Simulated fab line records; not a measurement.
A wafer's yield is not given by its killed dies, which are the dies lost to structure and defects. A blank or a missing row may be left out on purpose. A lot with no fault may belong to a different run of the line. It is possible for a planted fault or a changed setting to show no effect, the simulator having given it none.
A lot that was struck, set against a sound lot / flow sfq_line / 19 out of 325 route steps
Sound: the wafers L753.3, L753.4, L753.6. Struck: wafers L755.2, L755.4. (L755.6 of the same lot was not struck and is left out.) The cause comes at the end.
Per side, at each step with rows, come the tool, then ch with its chambers, and then its first start. Under that, the readings that differ: sound wafers / struck wafers / difference of the means / sigmas: that difference in standard deviations of wafers without a fault.
alike: words and numbers the same on both sides, and readings whose means are apart by under 2 such deviations; not compared: readings that were withheld, readings missing a value for some wafer, numbers with overlapping values and no deviation given by the record, and bounds like >300 which may hide the same value.
A row with sigmas, a row that says differs or no value, or rows on one side alone: a step with any of these is where the two part. Numbers that don't overlap but have no deviation are shown without sigmas and don't part them. Lack of a reading on every wafer of one side parts them only where that side has two or more wafers.

SFQ_M2_OVL_MEAS_916:
  sound on overlay-01 at day 37 13:25; struck on overlay-01 at day 38 06:13
  alike: M2_OVL
SFQ_TRILAYER_M2_BARC_OPEN_METAL_ETCH_077: etches BARC in O2, target depth 125 nm, time 41.7 s.
  sound on rie_metal-03 ch 0,1, day 37 13:28; struck on rie_metal-03 ch 0,1, day 38 06:15
  alike: drypump_motor_current_A, oes_product_au
  not compared: rf_hours_counter_h
SFQ_TRILAYER_M2_ETCH_METAL_ETCH_060: etches Nb in Cl2/Ar, stops on SiO2, target depth 240 nm, time 120 s.
  sound on rie_metal-03 ch 0,1, day 37 13:33; struck on rie_metal-03 ch 0,1, day 38 06:18
  alike: drypump_motor_current_A, oes_product_au
  not compared: rf_hours_counter_h
then, 2 steps without rows for these wafers: SFQ_TRILAYER_M2_STRIP_STRIP_061 (strips in O2); SFQ_TRILAYER_M2_STRIP_SOLV_CLEAN_062 (cleans in NMP, time 600 s).
SFQ_TRILAYER_I2_DEP_PECVD_063: deposits SiO2 from SiH4/N2O, time 111.11 s, target thk 500 nm.
  sound on pecvd-01 ch 0,1, day 37 14:24; struck on pecvd-04 ch 1,2, day 38 07:12
  alike: heater_power_w, throttle_valve_pct
SFQ_TRILAYER_I2_CMP_CMP_064: polishes SiO2.
  sound on cmp-02 ch 2,3, day 37 15:43; struck on cmp-02 ch 1,2, day 38 07:47
  alike: motor_current_A, slurry_filter_dp_kPa, time_to_endpoint_s
SFQ_I2_BOW_MEAS_917:
  sound on film_metro-03 at day 37 18:15; struck on film_metro-02 at day 38 10:18
  alike: I2_BOW
SFQ_TRILAYER_I2_METRO_MEASURE_065:
  sound on film_metro-03 at day 37 18:44; struck on film_metro-02 at day 38 10:36
  alike: thk_nm
then, 3 steps without rows for these wafers: SFQ_TRILAYER_I2_VIA_LITHO_COAT_072 (resist thk 62 nm); SFQ_TRILAYER_I2_VIA_LITHO_COAT_067 (resist thk 650 nm); SFQ_TRILAYER_I2_VIA_LITHO_SOFTBAKE_071.
-- the record jumps here: 6 days lie between the struck wafers' starts before and after --
SFQ_TRILAYER_I2_VIA_LITHO_EXPOSE_068: exposes mask I2, target cd 500 nm.
  sound on krf_scanner-01 ch 0, day 43 22:37; struck on krf_scanner-01 ch 0, day 44 17:37
  alike: mask
then, 2 steps without rows for these wafers: SFQ_TRILAYER_I2_VIA_LITHO_PEB_070 (peb time 60 s); SFQ_TRILAYER_I2_VIA_LITHO_DEVELOP_069 (time 60 s).
SFQ_I2_OVL_MEAS_918:
  sound on overlay-02 at day 43 23:43; struck on overlay-02 at day 44 18:55
  alike: I2_OVL
SFQ_TRILAYER_I2_VIA_BARC_OPEN_VIA_ETCH_096: etches BARC in O2, target depth 125 nm, time 41.7 s.
  sound on rie_diel-03 ch 1,3, day 43 23:45; struck on rie_diel-01 ch 1,3, day 44 18:57
reading=model.I2.cd_nm (nm); sound=499.8 498.7 498.8; struck=508 505.5; difference=+8; sigmas=
  alike: drypump_motor_current_A, oes_product_au
  not compared: rf_hours_counter_h
SFQ_TRILAYER_I2_VIA_ETCH_VIA_ETCH_070: etches SiO2 in CHF3, stops on Nb, target depth 260 nm.
  sound on rie_diel-03 ch 1,3, day 43 23:47; struck on rie_diel-01 ch 1,3, day 44 18:59
reading=model.I2.cd_nm (nm); sound=496.7 499.2 497.4; struck=511.8 506.8; difference=+11.5; sigmas=
  alike: drypump_motor_current_A, oes_product_au
then, 1 step without rows for these wafers: SFQ_TRILAYER_I2_VIA_STRIP_STRIP_071 (strips in O2).

WHERE THEY PART
Nowhere in this record.

WHY: what had been put in by the simulator
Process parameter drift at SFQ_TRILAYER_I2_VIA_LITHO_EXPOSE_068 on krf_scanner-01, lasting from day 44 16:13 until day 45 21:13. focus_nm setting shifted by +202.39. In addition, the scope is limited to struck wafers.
